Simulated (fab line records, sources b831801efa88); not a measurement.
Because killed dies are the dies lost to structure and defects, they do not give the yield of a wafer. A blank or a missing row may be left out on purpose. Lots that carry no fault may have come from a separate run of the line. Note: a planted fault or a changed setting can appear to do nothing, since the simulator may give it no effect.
2 desks, one fault -- flow sky130 -- numbers are kept per desk, each desk with only its own; the story behind them comes last

FOR THE TOOL OWNER'S DESK: lithoTrack-04
The tool's own readings at SKY_NWELL_DEVELOP_09 (develop time 60 s): means of the sampled wafers that have a number, for each lot that ran on this tool. The brackets show how far a lot's mean lies from the usual mean; more than 4 standard deviations puts the lot out of limits, marked OUT.
Columns: A = exhaustPa at SKY_NWELL_DEVELOP_09, usual 44.8 Pa
lot,first seen here,A
L195,day 4 13:00,44.7
L200,day 6 01:00,45.0
L201,day 6 01:00,44.9
L207,day 7 11:00,44.7
Result from this desk: across the 4 lots, nothing is out of limits.

FROM THE METROLOGY DESK
What the gauges read, lot by lot, whatever tool the lot ran on: means of the sampled wafers that have a number. The brackets show how far a lot's mean lies from the usual mean; more than 4 standard deviations puts the lot out of limits, marked OUT.
Columns: A = NWELL_00_OVL at SKY_NWELL_OVL_MEAS_10, usual 0.2 nm; B = NWELL_TW at SKY_NWELL_TW_MEAS_15, usual 1830
lot,first seen here,A,B
L195,day 4 13:46,-0.2,1854
L196,day 4 19:28,2.0,1802
L198,day 5 07:16,-0.8,1833
L199,day 5 12:19,1.5,1824
L200,day 6 01:27,0.1,1832
L201,day 6 01:48,-1.3,1817
L207,day 7 11:22,0.8,926 (-75) OUT
L214,day 9 04:16,-0.8,1825
L215,day 9 13:11,0.3,1832
L216,day 9 18:17,-2.1,1836
L218,day 10 07:52,-0.1,1830
Finding of this desk: L207 out of limits, first seen on L207 at day 7 11:58 (NWELL_TW at SKY_NWELL_TW_MEAS_15). L195, L196, L198, L199, L200, L201, L214, L215, L216, L218 stayed within limits.

BROUGHT TOGETHER
L207 would have let the metrology desk raise an alarm at day 7 11:58.
Nothing out of limits was seen by the tool owner's desk.
Tool owner's desk: L207 on record, inside its limits.
Of the lots named, all ran SKY_NWELL_DEVELOP_09 on lithoTrack-04.

WHAT WAS PUT IN BY THE SIMULATOR
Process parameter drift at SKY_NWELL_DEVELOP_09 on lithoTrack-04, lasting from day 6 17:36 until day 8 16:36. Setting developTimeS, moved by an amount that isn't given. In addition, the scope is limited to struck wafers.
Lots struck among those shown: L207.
Time in hours between the start of the fault and the first out-of-limits reading at each desk: metrology desk, 18.
